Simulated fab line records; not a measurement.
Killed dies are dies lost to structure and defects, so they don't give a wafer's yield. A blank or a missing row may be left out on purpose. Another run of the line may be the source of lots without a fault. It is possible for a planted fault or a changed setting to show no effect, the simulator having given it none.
A struck lot beside a sound one / flow sky130 / 44 out of 708 route steps
Sound: these wafers, L318.1, L318.2, L318.3. Wafers struck: L324.1, L324.5, L324.6. Last of all comes the cause.
Each step with rows lists, per side, the tool, then ch with its chambers, then its first start. Under that, the readings that differ: sound wafers / struck wafers / difference of the means / sigmas: that difference in standard deviations of wafers without a fault.
alike: readings with means less than 2 such deviations apart, plus words and numbers identical on both sides. not compared: withheld readings, readings lacking a value on some wafer, bounds such as >300 that could conceal the same value, and numbers that have no deviation in the record and whose values overlap.
The two part at a step that has a row with sigmas, a row that says differs or no value, or rows on one side only. Numbers that have no deviation but don't overlap get no sigmas and don't part them. Lack of a reading on every wafer of one side parts them only where that side has two or more wafers.

first, 5 steps without rows for these wafers: SKY_FIELD_ISO_WET_ETCH_18 (etches Si3N4 in H3PO4, target depth 25 nm, time 286 s); SKY_FIELD_ISO_CLEAN_19 (cleans in SC1/SC2, time 150 s); SKY_FIELD_ISO_CLEAN_20 (cleans in dHF, time 20 s); SKY_FIELD_ISO_WET_ETCH_21 (etches SiO2 in dHF, target depth 20 nm, time 400 s); SKY_FIELD_ISO_OXIDATION_22 (stabilise 600 s, purge 300 s, target thk 10 nm).
SKY_FIELD_ISO_THK_MEAS_23:
  sound on film-metro-01 at day 3 00:22; struck on film-metro-01 at day 4 05:59
  alike: FIELD_ISO_OXIDATION_01_THK
then, 1 step without rows for these wafers: SKY_FIELD_ISO_CVD_24 (deposits SiO2, target thk 595 nm, time 99.2 s).
SKY_FIELD_ISO_THK_MEAS_25:
  sound on film-metro-01 at day 3 00:29; struck on film-metro-04 at day 4 06:07
  alike: FIELD_ISO_CVD_24_THK
then, 1 step without rows for these wafers: SKY_FIELD_ISO_ANNEAL_26 (time 1800 s).
SKY_FIELD_ISO_CMP_27: polishes, stops on Si3N4, t overpolish 16 s, target thk 457.8 nm.
  sound on cmp-02 ch 1,2,3, day 3 02:06; struck on cmp-01 ch 0,3, day 4 08:47
  alike: head-pressure-psi, motor-current-A, overpolish-run-s, time-to-endpoint-s
then, 2 steps without rows for these wafers: SKY_FIELD_ISO_WET_ETCH_28 (etches SiO2 in dHF, target depth 23.7 nm, time 47 s); SKY_FIELD_ISO_WET_ETCH_29 (etches Si3N4 in H3PO4, target depth 160 nm, time 1825 s).
SKY_FIELD_ISO_WET_ETCH_30: etches SiO2 in dHF, target depth 25 nm, time 50 s.
  sound on wet-bench-03 ch 2, day 3 02:55; struck on wet-bench-03 ch 0, day 4 09:37
reading=bath-heat-duty-pct (%); sound=7.3 6.8 6.3; struck=20.5 20.8 22.2; difference=+14.4; sigmas=+20
reading=temp-c (C); sound=25.06 25.17 25.16; struck=36.04 35.92 36.10; difference=+10.89; sigmas=+99 or more
reading=model.SiO2_of_FIELD_ISO_CVD_24.thk-nm (nm); sound=404 403.9 403.6; struck=390.7 391.3 390.1; difference=-13.1; sigmas=
then, 2 steps without rows for these wafers: SKY_NWELL_CLEAN_00 (cleans in SC1/SC2, time 150 s); SKY_NWELL_OXIDATION_01 (stabilise 600 s, purge 300 s, target thk 10 nm).
SKY_NWELL_THK_MEAS_02:
  sound on film-metro-01 at day 3 04:52; struck on film-metro-03 at day 4 11:05
  alike: NWELL_OXIDATION_THK
then, 8 steps without rows for these wafers: SKY_DNWELL_DEHYDRATE_00 (time 60 s); SKY_DNWELL_HMDS_01 (prime time 60 s); SKY_DNWELL_COAT_02 (resist thk 3000 nm); SKY_DNWELL_SOFTBAKE_03; SKY_DNWELL_EXPOSE_04 (exposes mask DNM, target cd 3000 nm); SKY_DNWELL_PEB_05; SKY_DNWELL_DEVELOP_06 (develop time 60 s); SKY_DNWELL_IMPLANT_07.
SKY_DNWELL_STRIP_08: strips in O2/N2.
  sound on plasma-asher-01 ch 0,1, day 3 21:15; struck on plasma-asher-01 ch 0,1, day 5 04:32
  alike: chamber-pressure-mTorr, drypump-motor-current-A, oes-product-au, strip-time-to-endpoint-s
  not compared: rf-hours-counter-h
SKY_DNWELL_TW_MEAS_09:
  sound on film-metro-02 at day 3 21:21; struck on film-metro-01 at day 5 04:38
  alike: DNWELL_TW
then, 7 steps without rows for these wafers: SKY_PWDE_DEHYDRATE_00 (time 60 s); SKY_PWDE_HMDS_01 (prime time 60 s); SKY_PWDE_COAT_02 (resist thk 3000 nm); SKY_PWDE_SOFTBAKE_03; SKY_PWDE_EXPOSE_04 (exposes mask PWDEM, target cd 840 nm); SKY_PWDE_PEB_05; SKY_PWDE_DEVELOP_06 (develop time 60 s).
SKY_PWDE_OVL_MEAS_07:
  sound on overlay-02 at day 4 13:42; struck on overlay-02 at day 6 02:07
  alike: PWDE_OVL
next, for these wafers, 1 step has no rows: SKY_PWDE_IMPLANT_08.
SKY_PWDE_STRIP_09: strips in O2/N2.
  sound on plasma-asher-02 ch 0,1, day 4 13:53; struck on plasma-asher-04 ch 0,1, day 6 02:18
  alike: chamber-pressure-mTorr, drypump-motor-current-A, oes-product-au, strip-time-to-endpoint-s
  not compared: rf-hours-counter-h
SKY_PWDE_TW_MEAS_10:
  sound on film-metro-03 at day 4 13:59; struck on film-metro-01 at day 6 02:24
  alike: PWDE_TW
then, 5 steps without rows for these wafers: SKY_NWELL_DEHYDRATE_03 (time 60 s); SKY_NWELL_HMDS_04 (prime time 60 s); SKY_NWELL_COAT_05 (resist thk 3000 nm); SKY_NWELL_SOFTBAKE_06; SKY_NWELL_EXPOSE_07 (exposes mask NWM, target cd 840 nm).
-- the record jumps here: 25 days lie between the struck wafers' starts before and after (it left off in module NWELL and takes up again in module SALICIDE, whose first step shown is number 361 of the route) --
SKY_SALICIDE_CLEAN_00: cleans in HF-last, time 30 s.
  sound on wet-bench-03 ch 3, day 29 13:04; struck on wet-bench-03 ch 3, day 31 09:40
reading=model.SiO2_of_FIELD_ISO_CVD_24.thk-nm (nm); sound=357.2 357.5 356.7; struck=344.2 344.8 343.7; difference=-12.9; sigmas=
-- the record jumps here: 17 days lie between the struck wafers' starts before and after (it left off in module SALICIDE and takes up again in module PAD_OPEN, whose first step shown is number 708 of the route) --
SKY_PAD_OPEN_PROBE_99:
  sound on prober-02 at day 47 01:11; struck on prober-02 at day 48 10:47
reading=model.etest.res_p_drift_20v.line-ohm-um; sound=1.024e+04 1.101e+04 1.018e+04; struck=1.213e+04 1.259e+04 1.266e+04; difference=+1.983e+03; sigmas=
reading=model.etest.res_p_drift_20v.rs-ohm-sq; sound=8481 9146 8345; struck=1.022e+04 1.057e+04 1.058e+04; difference=+1.799e+03; sigmas=
reading=model.etest.res-iso-pwell.rs-ohm-sq; sound=3042 3423 2960; struck=2792 2888 2874; difference=-290; sigmas=
reading=model.etest.res-iso-pwell.line-ohm-um; sound=1146 1289 1100; struck=1059 1076 1094; difference=-102; sigmas=
reading=model.etest.cap-poly-to-well.c-af-um2; sound=91.3 91.24 92.28; struck=98.22 94.66 95.41; difference=+4.49; sigmas=
reading=model.etest.field-p.vt-v (V); sound=-40.98 -43.82 -40.15; struck=-35.2 -36.38 -36.26; difference=+5.7; sigmas=
  alike: killed_at_M0_to_M3, killed_at_M4_up, killed-at-contacts, killed-at-front-end, killed-at-other, killed-dies, killed-open, killed-short
  not compared: model.etest.pfet_16v.r-on-ohm-um, model.etest.cap-li-to-poly.c-af-um2

## WHERE THEY PART
At SKY_FIELD_ISO_WET_ETCH_30 and nowhere else, as far as this record goes. Later steps at which nothing parts them and some readings are alike: SKY_NWELL_THK_MEAS_02, SKY_DNWELL_STRIP_08, SKY_DNWELL_TW_MEAS_09, SKY_PWDE_OVL_MEAS_07, SKY_PWDE_STRIP_09, SKY_PWDE_TW_MEAS_10, SKY_PAD_OPEN_PROBE_99.

WHY: what had been put in by the simulator
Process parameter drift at SKY_FIELD_ISO_WET_ETCH_30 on wet-bench-03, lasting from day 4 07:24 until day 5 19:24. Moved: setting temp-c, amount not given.
